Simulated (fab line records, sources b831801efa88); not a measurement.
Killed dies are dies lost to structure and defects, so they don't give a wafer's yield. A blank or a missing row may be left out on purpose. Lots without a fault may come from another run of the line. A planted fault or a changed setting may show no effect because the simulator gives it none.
A struck lot beside a sound one | flow sky130 | 44 steps out of a route of 708
Sound: wafers L252.1, L252.4, L252.6. Struck: wafer L262.5. (L262.2, L262.4 of the same lot were not struck and are left out.) The cause comes at the end.
At each step with rows: each side's tool, then ch and its chambers, then its first start. Under that, the readings that differ: sound wafers | struck wafers | difference of the means | sigmas: that difference in standard deviations of wafers without a fault.
alike: readings whose means differ by less than 2 such deviations, and words and numbers that are the same on both sides. not compared: withheld readings, readings that some wafer has no value for, bounds like >300 that may hide the same value, and numbers for which the record gives no deviation and whose values overlap.
The two part at a step that has a row with sigmas, a row that says differs or no value, or rows on one side only. Numbers that don't overlap but have no deviation are shown without sigmas and don't part them. A reading that every wafer of one side lacks parts them only if that side has two wafers or more.

first, 4 steps without rows for these wafers: SKY_VIA2_CLEAN_18 (cleans in IPA, time 180 s); SKY_VIA2_CLEAN_19 (cleans in O3/DIW); SKY_VIA2_SPUTTER_20 (material TiN, target thk 20 nm, time 80 s); SKY_VIA2_CVD_21 (deposits W, target thk 420 nm, time 126.4 s).
SKY_VIA2_RS_MEAS_22: measures by four-point-probe.
  sound on film_metro-04, day 39 07:10; struck on film_metro-02, day 42 05:00
  alike: VIA2_W_RS
SKY_VIA2_THK_MEAS_23: measures by xrf.
  sound on film_metro-04, day 39 07:17; struck on film_metro-02, day 42 05:07
  alike: VIA2_W_THK
SKY_VIA2_CMP_24: polishes, stops on SiO2, t overpolish 20 s, target thk 0 nm.
  sound on cmp-01 ch 0,2,3, day 39 07:24; struck on cmp-02 ch 3, day 42 05:10
  reading                | sound      | struck | difference | sigmas
  time_to_endpoint_s (s) | 101 99 101 | 109    | +9         | +2
  alike: motor_current_A, overpolish_run_s
SKY_METAL3_SPUTTER_00: material Ti, target thk 15 nm, time 10 s.
  sound on pvd_sputter-03, day 39 07:39; struck on pvd_sputter-04, day 42 05:28
  alike: throttle_valve_pct
then, 1 step without rows for these wafers: SKY_METAL3_SPUTTER_01 (material TiN, target thk 20 nm, time 16.7 s).
SKY_METAL3_SPUTTER_02: material AlCu, target thk 735 nm, time 39.1 s.
  sound on pvd_sputter-03, day 39 07:42; struck on pvd_sputter-04, day 42 05:31
  alike: throttle_valve_pct
then, 1 step without rows for these wafers: SKY_METAL3_SPUTTER_03 (material Ti, target thk 5 nm, time 3.3 s).
SKY_METAL3_SPUTTER_04: material TiN, target thk 70 nm, time 58.3 s.
  sound on pvd_sputter-03, day 39 07:45; struck on pvd_sputter-04, day 42 05:34
  alike: throttle_valve_pct
SKY_CAPM_CVD_00: deposits SiO2, target thk 15.5 nm.
  sound on pecvd-04 ch 0,1,2, day 39 07:48; struck on pecvd-03 ch 2, day 42 05:37
  reading                               | sound             | struck | difference | sigmas
  rf_fwd_power_W (W)                    | 442.3 441.3 440.5 | 371.6  | -69.8      | -35
  model.SiO2_of_CAPM_CVD_00.thk_nm (nm) | 15.43 15.62 15.74 | 14.9   | -0.7       |
  alike: heater_power_w
SKY_CAPM_THK_MEAS_01:
  sound on film_metro-03, day 39 07:49; struck on film_metro-01, day 42 05:52
  reading              | sound             | struck | difference | sigmas
  CAPM_CVD_00_THK (nm) | 15.47 15.57 15.78 | 14.84  | -0.77      | -4
  not compared: hold
then, 1 step without rows for these wafers: SKY_CAPM_SPUTTER_02 (material TiN, target thk 200 nm, time 166.7 s).
SKY_CAPM_RS_MEAS_03: measures by four-point-probe.
  sound on film_metro-02, day 39 07:59; struck on film_metro-02, day 42 06:03
  alike: CAPM_TIN_RS
SKY_CAPM_THK_MEAS_04: measures by xrf.
  sound on film_metro-02, day 39 08:07; struck on film_metro-02, day 42 06:10
  alike: CAPM_TIN_THK
then, 7 steps without rows for these wafers: SKY_CAPM_DEHYDRATE_05 (time 60 s); SKY_CAPM_HMDS_06 (prime time 60 s); SKY_CAPM_COAT_07 (resist thk 1140 nm); SKY_CAPM_SOFTBAKE_08 (time 60 s); SKY_CAPM_EXPOSE_09 (exposes mask CAPM, target cd 1000 nm); SKY_CAPM_PEB_10; SKY_CAPM_DEVELOP_11 (develop time 60 s).
SKY_CAPM_OVL_MEAS_12:
  sound on overlay-01, day 40 08:39; struck on overlay-01, day 43 04:36
  reading       | sound          | struck | difference | sigmas
  CAPM_OVL (nm) | -2.8 -4.0 -2.2 | 1.0    | +4.0       | +3
then, 13 steps without rows for these wafers: SKY_CAPM_METAL_ETCH_13 (etches TiN in Cl2/BCl3, stops on SiO2, target depth 220 nm, time 62.9 s); SKY_CAPM_STRIP_14 (strips in O2/N2); SKY_CAPM_STRIP_15 (strips in post etch residue remover, time 1200 s); SKY_CAPM_CLEAN_16 (cleans in IPA, time 180 s); SKY_CAPM_CLEAN_17 (cleans in O3/DIW); SKY_METAL3_DEHYDRATE_05 (time 60 s); SKY_METAL3_HMDS_06 (prime time 60 s); SKY_METAL3_COAT_07 (resist thk 60 nm); SKY_METAL3_COAT_08 (resist thk 1140 nm); SKY_METAL3_SOFTBAKE_09 (time 90 s); SKY_METAL3_EXPOSE_10 (exposes mask MM3, target cd 300 nm); SKY_METAL3_PEB_11; SKY_METAL3_DEVELOP_12 (develop time 60 s).
SKY_METAL3_CD_MEAS_13: target cd 300 nm.
  sound on cd_sem-01, day 41 09:22; struck on cd_sem-01, day 44 03:43
  reading    | sound             | struck | difference | sigmas
  cd_nm (nm) | 302.0 302.3 302.0 | 298.8  | -3.3       | -2
SKY_METAL3_OVL_MEAS_14:
  sound on overlay-02, day 41 09:29; struck on overlay-01, day 44 03:49
  alike: METAL3_OVL
SKY_METAL3_DESCUM_15: chemistry O2, time 8 s.
  sound on rie_metal-02 ch 0,1, day 41 09:32; struck on rie_metal-02 ch 1, day 44 03:51
  alike: drypump_motor_current_A, oes_product_au
  not compared: rf_hours_counter_h
then, 1 step without rows for these wafers: SKY_METAL3_ETCH_16 (etches BARC in N2/H2, stops on SiO2, time 88.2 s, target depth 60 nm).
SKY_METAL3_ETCH_17: etches SiO2 in C4F8/O2/Ar, stops on TiN, time 3.9 s, target depth 15 nm.
  sound on rie_diel-03 ch 1,2,3, day 41 09:40; struck on rie_diel-03 ch 0, day 44 03:59
  reading                  | sound             | struck | difference | sigmas
  model.etch.depth_nm (nm) | 15.43 15.62 15.74 | 14.9   | -0.7       |
  alike: oes_product_au
  not compared: rf_hours_counter_h
-- the record jumps here: 6 days lie between the struck wafers' starts before and after (it left off in module METAL3 and takes up again in module PAD_OPEN, whose first step shown is number 708 of the route) --
SKY_PAD_OPEN_PROBE_99:
  sound on prober-01, day 48 02:26; struck on prober-01, day 50 06:31
  reading                              | sound              | struck | difference | sigmas
  killed_at_M0_to_M3                   | 63 43 47           | 35     | -16        | -2
  killed_at_M4_up                      | 7 3 2              | 0      | -4         | -2
  killed_at_contacts                   | 19 23 27           | 36     | +13        | +2
  model.etest.cap_mim.bv_v (V)         | 14.04 13.67 14.5   | 13.53  | -0.54      |
  model.etest.cap_mim.leak_log10_a_cm2 | -8.975 -8.9 -9.046 | -8.88  | +0.09      |
  model.etest.cap_mim.c_ff_um2         | 2.356 2.312 2.315  | 2.437  | +0.109     |
  alike: defect_limited_yield, killed_at_front_end, killed_at_other, killed_dies, killed_open, killed_short, sort_bin_3_pad_short, sort_bin_5_function, sort_bin_6_memory, sort_n_pass, sort_yield_pct

WHERE THEY PART
First at SKY_VIA2_CMP_24; last, within this record, at SKY_PAD_OPEN_PROBE_99.

WHY: what the simulator had put in
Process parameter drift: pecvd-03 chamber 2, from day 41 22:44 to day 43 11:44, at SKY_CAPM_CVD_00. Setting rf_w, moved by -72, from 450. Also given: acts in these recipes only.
